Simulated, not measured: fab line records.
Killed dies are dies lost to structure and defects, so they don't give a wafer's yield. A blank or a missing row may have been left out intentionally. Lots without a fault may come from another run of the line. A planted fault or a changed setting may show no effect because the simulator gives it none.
The tool behind it: which one? | flow sky130 | Sampling: 14 lots, 42 wafers, 2 of 708 route steps

## WHAT THE GAUGES READ, wafer by wafer
SKY_SONOS_TUNNEL_CD_MEAS_07: target cd 410 nm. Usual: cd-nm at 409.9 nm, with a standard deviation of 2.7.
lot  | measured     | on        | cd-nm (nm)        | flag
L987 | day 11 00:07 | cd-sem-02 | 413.8 412.2 412.7 |
L988 | day 11 06:42 | cd-sem-02 | 411.0 409.3 411.5 |
L989 | day 11 12:10 | cd-sem-01 | 407.0 406.1 407.7 |
L991 | day 12 06:20 | cd-sem-02 | 409.4 407.9 409.3 |
L992 | day 12 15:17 | cd-sem-01 | 409.5 409.6 411.2 |
L993 | day 12 20:24 | cd-sem-01 | 409.1 411.8 412.5 |
L997 | day 14 06:38 | cd-sem-02 | 413.0 415.3 414.1 |
L999 | day 14 17:05 | cd-sem-01 | 300.2 303.8 299.8 | OFF
L100 | day 14 21:46 | cd-sem-02 | 301.2 301.2 299.6 | OFF
L104 | day 16 10:32 | cd-sem-02 | 406.0 404.7 406.2 |
L106 | day 16 22:55 | cd-sem-01 | 407.4 406.7 409.0 |
L107 | day 17 11:51 | cd-sem-01 | 408.2 407.9 408.4 |
L108 | day 17 18:41 | cd-sem-02 | 413.0 410.2 414.5 |
L110 | day 18 07:33 | cd-sem-01 | 408.2 408.3 407.7 |

## EACH LOT AND THE TOOL THAT RAN IT (in order: tool; ch and the chambers of the sampled wafers; start)
lot  | SKY_SONOS_TUNNEL_EXPOSE_04
L987 | iline-stepper-01 ch 0, day 10 13:04
L988 | iline-stepper-01 ch 0, day 10 19:01
L989 | iline-stepper-02 ch 0, day 11 01:30
L991 | iline-stepper-02 ch 0, day 11 19:01
L992 | iline-stepper-01 ch 0, day 12 04:01
L993 | iline-stepper-02 ch 0, day 12 08:21
L997 | iline-stepper-01 ch 0, day 13 18:16
L999 | iline-stepper-01 ch 0, day 14 04:46
L100 | iline-stepper-01 ch 0, day 14 09:11
L104 | iline-stepper-02 ch 0, day 15 20:49
L106 | iline-stepper-02 ch 0, day 16 08:32
L107 | iline-stepper-02 ch 0, day 16 22:37
L108 | iline-stepper-02 ch 0, day 17 04:08
L110 | iline-stepper-02 ch 0, day 17 16:15
- SKY_SONOS_TUNNEL_EXPOSE_04: exposes mask TUNM, target cd 410 nm.

## WHAT THE TOOLS THEMSELVES READ (means of the sampled wafers that have a number; where no wafer has one, the mark that the record gives instead)
SKY_SONOS_TUNNEL_EXPOSE_04. Usual: exposure-dose-mJ-cm2 135.98, standard deviation 0.13; stage-vel-mm-s 500.00 mm/s, standard deviation 0.21.
lot  | tool             | exposure-dose-mJ-cm2 | stage-vel-mm-s (mm/s) | flag
L987 | iline-stepper-01 | 135.95               | 500.23                |
L988 | iline-stepper-01 | 136.05               | 500.15                |
L989 | iline-stepper-02 | 136.11               | 500.04                |
L991 | iline-stepper-02 | 135.89               | 500.09                |
L992 | iline-stepper-01 | 135.99               | 500.14                |
L993 | iline-stepper-02 | 136.11               | 499.84                |
L997 | iline-stepper-01 | 136.00               | 500.21                |
L999 | iline-stepper-01 | 92.92                | 499.86                | OFF
L100 | iline-stepper-01 | 92.81                | 500.11                | OFF
L104 | iline-stepper-02 | 135.94               | 499.93                |
L106 | iline-stepper-02 | 135.97               | 499.88                |
L107 | iline-stepper-02 | 136.14               | 500.02                |
L108 | iline-stepper-02 | 136.14               | 499.62                |
L110 | iline-stepper-02 | 136.01               | 499.91                |

## THE ANSWER, worked out from the rows above alone
Rule: take the mean of a lot's wafers that have a number; if it is more than 3 standard deviations from the usual mean, the lot is off. Also off: a lot with no number at a reading for which 4 or more lots have one. The other lots that the step has rows for count as sound. After the gauges, taken in route order, come the tools' own readings; for these a lot's mean is taken, as printed above. The first step at which some lot is off is used, and at that step the reading that is off furthest; a lot without a number counts as furthest.
Off: L999, L100 (SKY_SONOS_TUNNEL_CD_MEAS_07, cd-nm).
If a tool, at a process step before that reading, ran all the lots that are off and no sound lot after the first of them, it fits. Not tried: the gauges at SKY_SONOS_TUNNEL_CD_MEAS_07; whatever is off there is also off at SKY_SONOS_TUNNEL_EXPOSE_04, on other tools, and gauge error can't account for it. One fits: SKY_SONOS_TUNNEL_EXPOSE_04 on iline-stepper-01. Its last sound lot is L997 (day 13 18:16), its first lot that is off L999 (day 14 04:46): a fault that began between those two fits.
On the lots that are off, the tool's own readings at SKY_SONOS_TUNNEL_EXPOSE_04 differ by more than 5 times the standard deviation of the sound lots' means, which bears it out; exposure-dose-mJ-cm2 reads 92.87 there versus 136.03 on the sound lots.

## WHAT WAS PUT IN BY THE SIMULATOR
Process parameters drifting: iline-stepper-01 at SKY_SONOS_TUNNEL_EXPOSE_04, beginning at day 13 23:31. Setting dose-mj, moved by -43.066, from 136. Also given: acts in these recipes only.
Lots struck among those shown: L999, L100. The rule given above showed the same thing.
